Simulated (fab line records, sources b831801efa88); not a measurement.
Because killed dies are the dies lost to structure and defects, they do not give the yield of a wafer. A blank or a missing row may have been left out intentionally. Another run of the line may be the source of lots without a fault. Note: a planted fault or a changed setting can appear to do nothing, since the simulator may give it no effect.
fab line records | flow sky130 | part 2 of 2: steps 37 to 50 of 50
record lots=5 | wafers=15 | last_day=50
route steps=708 shown VT_ADJUST_LVTN@109 VT_ADJUST_NCORE@119 VT_ADJUST_HVTR@131 VT_ADJUST_PCH@143 SONOS_TUNNEL@154
lots untouched by any fault: they come from a run of this same line in which no faults occurred
start_h: start of the lot's first displayed wafer, in hours after the record's first day | wait_h: hours from the lot's prior step to this one | " identical to the entry in the row above | L1.1+2: a single row standing in for several wafers | - either no value or no given start | * or withheld: withheld | < > ~ a bound
route shown NAME@n: names a module that has steps shown in the file, with the first one's number in the route | usual: mean/standard deviation of fault-free wafers | same: alike in all rows | chamber/n: place in a boat | sites: each site's reading | _std_site: standard deviation of those values | _edge_site: inner sites' mean taken away from outer sites' mean | radius_mm: for every site, how far away it sits from the centre of the wafer | mask NAME#n: copy n | behind: the most recent tool/chamber to have shaped the wafer | hold: reason for holding the lot/hours on hold/outcome of the hold | device: which transistor (n, p or np) failed to switch | end of line: at the end of the route, the tests of the same wafers | for a step that has no rows: nothing shown but its recipe | killed: count of dies lost to structure and defects at first sort (not the wafer's yield) | map: a wafer's dies, marking killed ones x, the rest . and places with no die _
set.NAME: the setting the step ran with; set.NAME@STEP: the setting that earlier step ran with | model.NAME: the simulator's own value behind a step, which no gauge read
lots at selected steps of the route; one table per step, one row per wafer
services: the hour from which a tool's chamber was out of use, counted from the record's first day as start_h (under 0 if before that day), plus the number of hours and why
## steps
# step SKY_VT_ADJUST_PCH_COAT_02
# recipe spin_rpm=2000 | resist_thk_nm=3000
lot.wafer  | tool           | chamber | start_h | wait_h
L075.3+4+5 | litho_track-04 | 0       | 213.71  | 0.1
L076.1+3+4 | litho_track-03 | 0       | 231.62  | 0.1
L089.1+3+6 | litho_track-01 | 0       | 321.60  | 0.1
L092.2+4+6 | litho_track-04 | 0       | 344.79  | 0.1
L095.4+5+6 | litho_track-03 | 0       | 386.20  | 0.1
# step SKY_VT_ADJUST_PCH_SOFTBAKE_03
# recipe temp_c=110 | time_s=withheld
lot.wafer  | tool           | chamber | start_h | wait_h
L075.3+4+5 | litho_track-04 | 0       | 213.88  | 0.1
L076.1+3+4 | litho_track-03 | 0       | 231.77  | 0.1
L089.1+3+6 | litho_track-01 | 0       | 321.75  | 0.1
L092.2+4+6 | litho_track-04 | 0       | 344.95  | 0.1
L095.4+5+6 | litho_track-03 | 0       | 386.37  | 0.1
# step SKY_VT_ADJUST_PCH_EXPOSE_04
# recipe mask_id=NWM | na=0.6 | source_shape=conventional | sigma_outer=0.6 | polarization=unpolarized | target_cd_nm=840 | dose_mj=255
lot.wafer  | tool             | chamber | start_h | wait_h | mask
L075.3+4+5 | iline_stepper-01 | 0       | -       | -      | NWM#0
L076.1+3+4 | iline_stepper-02 | 0       | -       | -      | NWM#0
L089.1+3+6 | iline_stepper-02 | 0       | -       | -      | NWM#0
L092.2+4+6 | iline_stepper-01 | 0       | -       | -      | NWM#0
L095.4+5+6 | iline_stepper-01 | 0       | -       | -      | NWM#0
# step SKY_VT_ADJUST_PCH_PEB_05
# recipe temp_c=115 | time_s=withheld
lot.wafer  | tool           | chamber | start_h | wait_h
L075.3+4+5 | litho_track-04 | 0       | -       | -
L076.1+3+4 | litho_track-01 | 0       | -       | -
L089.1+3+6 | litho_track-01 | 0       | -       | -
L092.2+4+6 | litho_track-03 | 0       | -       | -
L095.4+5+6 | litho_track-04 | 0       | -       | -
# step SKY_VT_ADJUST_PCH_DEVELOP_06
# recipe wall_angle_deg=90 | developer=TMAH | develop_time_s=60 | dev_temp_c=23
lot.wafer  | tool           | chamber | start_h | wait_h
L075.3+4+5 | litho_track-04 | 0       | -       | -
L076.1+3+4 | litho_track-01 | 0       | -       | -
L089.1+3+6 | litho_track-01 | 0       | -       | -
L092.2+4+6 | litho_track-03 | 0       | -       | -
L095.4+5+6 | litho_track-04 | 0       | -       | -
# step SKY_VT_ADJUST_PCH_OVL_MEAS_07
# usual VT_ADJUST_PCH_OVL=-0.8/1.7
lot.wafer | tool       | chamber | start_h | wait_h | VT_ADJUST_PCH_OVL[nm]
L075.3    | overlay-02 | -       | 225.42  | -      | -0.9
L075.4    | "          | -       | "       | "      | -0.6
L075.5    | "          | -       | "       | "      | 0.8
L076.1    | overlay-02 | -       | 243.00  | -      | -3.1
L076.3    | "          | -       | "       | "      | -4.0
L076.4    | "          | -       | "       | "      | -1.5
L089.1    | overlay-01 | -       | 335.50  | -      | 1.2
L089.3    | "          | -       | "       | "      | 2.0
L089.6    | "          | -       | "       | "      | -0.2
L092.2    | overlay-01 | -       | 359.18  | -      | -1.1
L092.4    | "          | -       | "       | "      | 0.8
L092.6    | "          | -       | "       | "      | -0.8
L095.4    | overlay-02 | -       | 401.18  | -      | -0.3
L095.5    | "          | -       | "       | "      | -0.2
L095.6    | "          | -       | "       | "      | 0.1
# step SKY_VT_ADJUST_PCH_IMPLANT_08
# recipe species=B | energy_kev=10 | dose_cm2=5e+11 | tilt_deg=withheld
lot.wafer  | tool         | chamber | start_h | wait_h
L075.3+4+5 | implanter-01 | 0       | 225.50  | 0.1
L076.1+3+4 | implanter-04 | 0       | 243.04  | 0.0
L089.1+3+6 | implanter-04 | 0       | 335.54  | 0.0
L092.2+4+6 | implanter-04 | 0       | 359.23  | 0.0
L095.4+5+6 | implanter-01 | 0       | 401.27  | 0.1
# step SKY_VT_ADJUST_PCH_STRIP_09
# recipe chemistry=O2/N2 | power_w=1400 | pressure_mtorr=1500 | platen_temp_c=withheld | o2_flow_sccm=3000 | n2_flow_sccm=300 | overash_fraction=0.5
# usual drypump_motor_current_A=5.86/0.22 | oes_product_au=0.722/0.0046 | strip_time_to_endpoint_s=36.97/0.1
lot.wafer | tool            | chamber | start_h | wait_h | drypump_motor_current_A | oes_product_au | rf_hours_counter_h | strip_time_to_endpoint_s
L075.3    | plasma_asher-04 | 1       | 225.63  | 0.1    | 5.92                    | 0.720          | -                  | 36.89
L075.4    | "               | 0       | "       | "      | 5.93                    | 0.720          | -                  | 36.90
L075.5    | "               | 0       | "       | "      | 5.94                    | 0.725          | -                  | 36.74
L076.1    | plasma_asher-03 | 1       | 243.19  | 0.1    | 6.27                    | 0.713          | 45                 | 37.10
L076.3    | "               | 0       | "       | "      | 5.62                    | 0.720          | -                  | 37.11
L076.4    | "               | 1       | "       | "      | 6.26                    | 0.719          | -                  | 37.01
L089.1    | plasma_asher-03 | 1       | 335.69  | 0.1    | 6.24                    | 0.718          | 54                 | 36.92
L089.3    | "               | 1       | "       | "      | 6.25                    | 0.729          | -                  | 37.10
L089.6    | "               | 1       | "       | "      | 6.23                    | 0.726          | -                  | 36.99
L092.2    | plasma_asher-01 | 0       | 359.36  | 0.1    | 5.63                    | 0.715          | 67                 | 37.00
L092.4    | "               | 0       | "       | "      | 5.65                    | 0.724          | -                  | 37.05
L092.6    | "               | 0       | "       | "      | 5.65                    | 0.722          | -                  | 36.98
L095.4    | plasma_asher-04 | 0       | 401.38  | 0.1    | 5.94                    | 0.725          | -                  | 36.98
L095.5    | "               | 0       | "       | "      | 5.93                    | 0.715          | -                  | 36.96
L095.6    | "               | 1       | "       | "      | 5.96                    | 0.723          | -                  | 36.94
# step SKY_VT_ADJUST_PCH_TW_MEAS_10
# usual VT_ADJUST_PCH_TW=143.6/0.6
lot.wafer | tool          | chamber | start_h | wait_h | VT_ADJUST_PCH_TW
L075.3    | film_metro-01 | -       | 225.72  | 0.1    | 143.5
L075.4    | "             | -       | "       | "      | 143.4
L075.5    | "             | -       | "       | "      | 143.7
L076.1    | film_metro-01 | -       | 243.29  | 0.1    | 142.8
L076.3    | "             | -       | "       | "      | 143.1
L076.4    | "             | -       | "       | "      | 144.0
L089.1    | film_metro-01 | -       | 335.79  | 0.1    | 143.7
L089.3    | "             | -       | "       | "      | 144.6
L089.6    | "             | -       | "       | "      | 144.4
L092.2    | film_metro-02 | -       | 359.47  | 0.1    | 142.9
L092.4    | "             | -       | "       | "      | 143.5
L092.6    | "             | -       | "       | "      | 143.8
L095.4    | film_metro-01 | -       | 401.48  | 0.1    | 144.0
L095.5    | "             | -       | "       | "      | 142.9
L095.6    | "             | -       | "       | "      | 143.7
# step SKY_SONOS_TUNNEL_DEHYDRATE_00
# recipe temp_c=200 | time_s=60
lot.wafer  | tool           | chamber | start_h | wait_h
L075.3+4+5 | litho_track-02 | 0       | 236.29  | 10.6
L076.1+3+4 | litho_track-02 | 0       | 255.29  | 12.0
L089.1+3+6 | litho_track-04 | 0       | 348.41  | 12.6
L092.2+4+6 | litho_track-02 | 0       | 372.67  | 13.2
L095.4+5+6 | litho_track-01 | 0       | 416.17  | 14.7
# step SKY_SONOS_TUNNEL_HMDS_01
# recipe prime_time_s=60 | prime_temp_c=120
lot.wafer  | tool           | chamber | start_h | wait_h
L075.3+4+5 | litho_track-02 | 0       | 236.44  | 0.1
L076.1+3+4 | litho_track-02 | 0       | 255.44  | 0.1
L089.1+3+6 | litho_track-04 | 0       | 348.56  | 0.1
L092.2+4+6 | litho_track-02 | 0       | 372.82  | 0.1
L095.4+5+6 | litho_track-01 | 0       | 416.32  | 0.1
# step SKY_SONOS_TUNNEL_COAT_02
# recipe resist=NOVOLAK | spin_rpm=3000 | resist_thk_nm=1140
lot.wafer  | tool           | chamber | start_h | wait_h
L075.3+4+5 | litho_track-02 | 0       | 236.59  | 0.1
L076.1+3+4 | litho_track-02 | 0       | 255.59  | 0.1
L089.1+3+6 | litho_track-04 | 0       | 348.71  | 0.1
L092.2+4+6 | litho_track-02 | 0       | 372.97  | 0.1
L095.4+5+6 | litho_track-01 | 0       | 416.47  | 0.1
# step SKY_SONOS_TUNNEL_SOFTBAKE_03
# recipe temp_c=90 | time_s=60 | resist=NOVOLAK
lot.wafer  | tool           | chamber | start_h | wait_h
L075.3+4+5 | litho_track-02 | 0       | 236.74  | 0.1
L076.1+3+4 | litho_track-02 | 0       | 255.74  | 0.1
L089.1+3+6 | litho_track-04 | 0       | 348.86  | 0.1
L092.2+4+6 | litho_track-02 | 0       | 373.12  | 0.1
L095.4+5+6 | litho_track-01 | 0       | 416.62  | 0.1
# step SKY_SONOS_TUNNEL_EXPOSE_04
# recipe mask_id=TUNM | na=0.6 | source_shape=conventional | sigma_outer=0.6 | polarization=unpolarized | target_cd_nm=410 | dose_mj=136
lot.wafer  | tool             | chamber | start_h | wait_h | mask
L075.3+4+5 | iline_stepper-02 | 0       | -       | -      | TUNM#0
L076.1+3+4 | iline_stepper-01 | 0       | -       | -      | TUNM#0
L089.1+3+6 | iline_stepper-01 | 0       | -       | -      | TUNM#0
L092.2+4+6 | iline_stepper-02 | 0       | -       | -      | TUNM#0
L095.4+5+6 | iline_stepper-01 | 0       | -       | -      | TUNM#0
## services
tool             | chamber | start_h | hours | kind
implanter-01     | -       | 148.21  | 4.1   | repair
implanter-01     | -       | 155.91  | 2.6   | repair
iline_stepper-02 | 0       | 162.01  | -     | calibration
plasma_asher-04  | -       | 162.34  | 2.5   | repair
iline_stepper-02 | -       | 164.19  | 7.6   | repair
implanter-03     | -       | 165.74  | 1.2   | repair
implanter-03     | -       | 208.85  | 5.5   | repair
plasma_asher-02  | -       | 214.77  | 4.3   | pm
plasma_asher-03  | -       | 222.11  | 1.9   | repair
implanter-04     | -       | 239.00  | 1.7   | repair
iline_stepper-01 | -       | 253.03  | 1.7   | pm
iline_stepper-02 | -       | 254.74  | 1.7   | pm
iline_stepper-01 | 0       | 264.55  | -     | calibration
implanter-01     | -       | 271.56  | 5.5   | repair
plasma_asher-02  | -       | 277.96  | 14.2  | repair
implanter-04     | -       | 301.03  | 5.9   | pm
plasma_asher-01  | -       | 310.42  | 0.4   | repair
implanter-04     | -       | 315.78  | 2.1   | repair
implanter-03     | -       | 333.39  | 5.4   | repair
implanter-01     | -       | 345.86  | 2.6   | repair
plasma_asher-01  | -       | 359.78  | 2.1   | repair
iline_stepper-01 | -       | 373.73  | 1.5   | repair
implanter-01     | -       | 390.07  | 3.8   | repair
implanter-03     | -       | 403.19  | 4.4   | repair
